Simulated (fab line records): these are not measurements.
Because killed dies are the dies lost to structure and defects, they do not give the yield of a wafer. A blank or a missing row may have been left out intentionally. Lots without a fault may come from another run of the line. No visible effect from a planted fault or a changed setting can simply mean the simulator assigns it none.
Which of the tools did it?    flow sky130    14 lots, 42 wafers sampled, at 5 steps of a route of 708

## WHAT THE GAUGES SHOWED, per wafer
SKY_LDD_N_TW_MEAS_17. Usual: for LDD_N_TW the level is 2591 and the standard deviation is 26.
lot   measured      on             LDD_N_TW        flag
L297  day 17 06:56  film_metro-04  2576 2583 2576  
L298  day 17 17:07  film_metro-04  2577 2571 2567  
L299  day 18 05:41  film_metro-01  2626 2635 2626  
L301  day 19 21:08  film_metro-04  2576 2585 2582  
L303  day 20 05:41  film_metro-04  2570 2567 2576  
L304  day 20 11:04  film_metro-03  2592 2580 2581  
L305  day 20 15:53  film_metro-04  2579 2571 2563  
L306  day 21 07:50  film_metro-01  2644 2634 2622  
L310  day 22 12:12  film_metro-01  2648 2630 2642  
L315  day 24 01:28  film_metro-04  2566 2557 2561  
L317  day 24 21:06  film_metro-03  2604 2584 2592  
L316  day 25 03:52  film_metro-03  2575 2601 2584  
L319  day 26 03:05  film_metro-01  2616 2605 2614  
L320  day 26 03:16  film_metro-04  2582 2579 2576  

SKY_LDD_LDN_TW_MEAS_13. Usual: for LDD_LDN_TW the level is 1480 and the standard deviation is 14.
lot   measured      on             LDD_LDN_TW      flag
L297  day 22 09:46  film_metro-04  1476 1481 1479  
L298  day 22 20:37  film_metro-01  1516 1512 1517  
L299  day 23 07:57  film_metro-03  1478 1485 1473  
L301  day 24 23:02  film_metro-04  1460 1465 1460  
L303  day 25 07:16  film_metro-01  1506 1508 1508  
L304  day 25 13:08  film_metro-03  1492 1484 1487  
L305  day 25 17:31  film_metro-04  1472 1460 1466  
L306  day 26 08:34  film_metro-03  1478 1475 1472  
L310  day 27 10:10  film_metro-04  1471 1463 1475  
L315  day 28 21:58  film_metro-01  1382 1385 1379  OFF
L317  day 29 15:25  film_metro-04  1468 1470 1477  
L316  day 29 22:44  film_metro-03  1345 1353 1355  OFF
L319  day 30 19:47  film_metro-01  1506 1507 1505  
L320  day 30 20:41  film_metro-04  1473 1474 1478  

SKY_SPACER_THK_MEAS_01. Usual: for SPACER_CVD_00_THK the level is 43.2 nm and the standard deviation is 0.39.
lot   measured      on             SPACER_CVD_00_THK (nm)  flag
L297  day 22 12:40  film_metro-01  42.8 42.6 42.7          
L298  day 22 21:56  film_metro-03  42.7 43.3 43.2          
L299  day 23 10:16  film_metro-01  42.6 42.9 42.9          
L301  day 25 00:44  film_metro-03  43.2 43.5 43.1          
L303  day 25 09:11  film_metro-03  43.5 43.9 43.6          
L304  day 25 15:23  film_metro-03  43.5 43.1 43.1          
L305  day 25 19:24  film_metro-01  42.8 43.1 43.4          
L306  day 26 09:52  film_metro-01  43.4 43.6 43.6          
L310  day 27 13:50  film_metro-03  43.2 43.4 43.4          
L317  day 29 17:19  film_metro-03  43.5 44.0 43.5          
L319  day 31 00:14  film_metro-02  43.3 42.9 43.4          
L320  day 31 00:14  film_metro-01  42.7 43.0 42.7          

SKY_POLY_CUT_CD_MEAS_08: the cd target is 270 nm. Usual: cd_nm at 270.0 nm, with a standard deviation of 1.4.
lot   measured      on         cd_nm (nm)         flag
L297  day 23 19:02  cd_sem-02  269.9 268.3 267.9  
L298  day 24 04:19  cd_sem-01  267.5 268.4 269.4  
L299  day 24 16:16  cd_sem-01  268.8 268.2 270.6  
L301  day 26 06:43  cd_sem-02  266.6 267.3 268.0  
L303  day 26 14:37  cd_sem-02  268.6 267.8 268.6  
L304  day 26 20:50  cd_sem-01  268.1 269.1 270.6  
L305  day 27 00:19  cd_sem-01  269.2 271.6 271.5  
L306  day 27 14:05  cd_sem-01  269.4 267.8 271.1  
L310  day 28 18:24  cd_sem-02  270.0 270.4 269.9  
L317  day 30 20:21  cd_sem-01  271.3 269.7 270.6  
L319  day 32 02:50  cd_sem-02  269.5 268.0 268.3  
L320  day 32 02:28  cd_sem-02  270.1 271.9 271.7  

## TOOL THAT RAN EACH LOT (tool first, then ch and the chambers of the sampled wafers, then the start)
lot   SKY_LDD_LDN_IMPLANT_11
L297  implanter-01 ch 0, day 22 09:32
L298  implanter-03 ch 0, day 22 20:22
L299  implanter-01 ch 0, day 23 07:42
L301  implanter-03 ch 0, day 24 22:47
L303  implanter-02 ch 0, day 25 07:01
L304  implanter-03 ch 0, day 25 12:54
L305  implanter-01 ch 0, day 25 17:16
L306  implanter-03 ch 0, day 26 08:19
L310  implanter-03 ch 0, day 27 09:55
L315  implanter-01, day 28 21:45
L317  implanter-02 ch 0, day 29 15:10
L316  implanter-01, day 29 22:29
L319  implanter-01 ch 0, day 30 19:33
L320  implanter-01 ch 0, day 30 20:26
- SKY_LDD_LDN_IMPLANT_11

## WHAT THE TOOLS THEMSELVES READ (means of the sampled wafers that have a number; where no wafer has one, the mark that the record gives instead)
SKY_LDD_LDN_IMPLANT_11. Usual: beam_energy_keV 14.998, standard deviation 0.0043; beam_on_s 9.99 s, standard deviation 0.22; faraday_current_uA 70.6, standard deviation 1.5.
lot   tool          beam_energy_keV  beam_on_s (s)  faraday_current_uA  flag
L297  implanter-01  14.999           9.80           71.7                
L298  implanter-03  15.003           10.04          70.2                
L299  implanter-01  15.004           9.97           70.9                
L301  implanter-03  15.002           10.14          69.3                
L303  implanter-02  14.997           9.84           71.8                
L304  implanter-03  15.001           9.98           70.5                
L305  implanter-01  15.001           10.14          69.7                
L306  implanter-03  14.995           9.88           71.4                
L310  implanter-03  14.994           9.75           72.1                
L315  implanter-01  -                -              -                   OFF
L317  implanter-02  14.998           10.04          70.3                
L316  implanter-01  -                -              -                   OFF
L319  implanter-01  14.998           10.02          70.5                
L320  implanter-01  14.995           10.14          69.6                

## THE ANSWER, worked out from the rows above alone
Rule: lot off if the mean of its wafers having a number is beyond 3 standard deviations from the usual mean. Also off: a lot with no number at a reading for which 4 or more lots have one. Where the step has rows for the other lots, those lots are counted as sound. Order of review: gauges by route order, followed by the tools' own readings, for which a lot's mean as printed above is used. The first step at which some lot is off is used, and at that step the reading that is off furthest; a lot without a number counts as furthest.
Off: at SKY_LDD_LDN_TW_MEAS_13 (LDD_LDN_TW), L315, L316.
If a tool, at a process step before that reading, ran all the lots that are off and no sound lot after the first of them, it fits. The gauges at SKY_LDD_LDN_TW_MEAS_13 aren't tried: what is off there is off at SKY_LDD_LDN_IMPLANT_11 too, on other tools, and a gauge's error can't cause that. Not one of the candidates tried fits.

## WHAT THE SIMULATOR PUT IN
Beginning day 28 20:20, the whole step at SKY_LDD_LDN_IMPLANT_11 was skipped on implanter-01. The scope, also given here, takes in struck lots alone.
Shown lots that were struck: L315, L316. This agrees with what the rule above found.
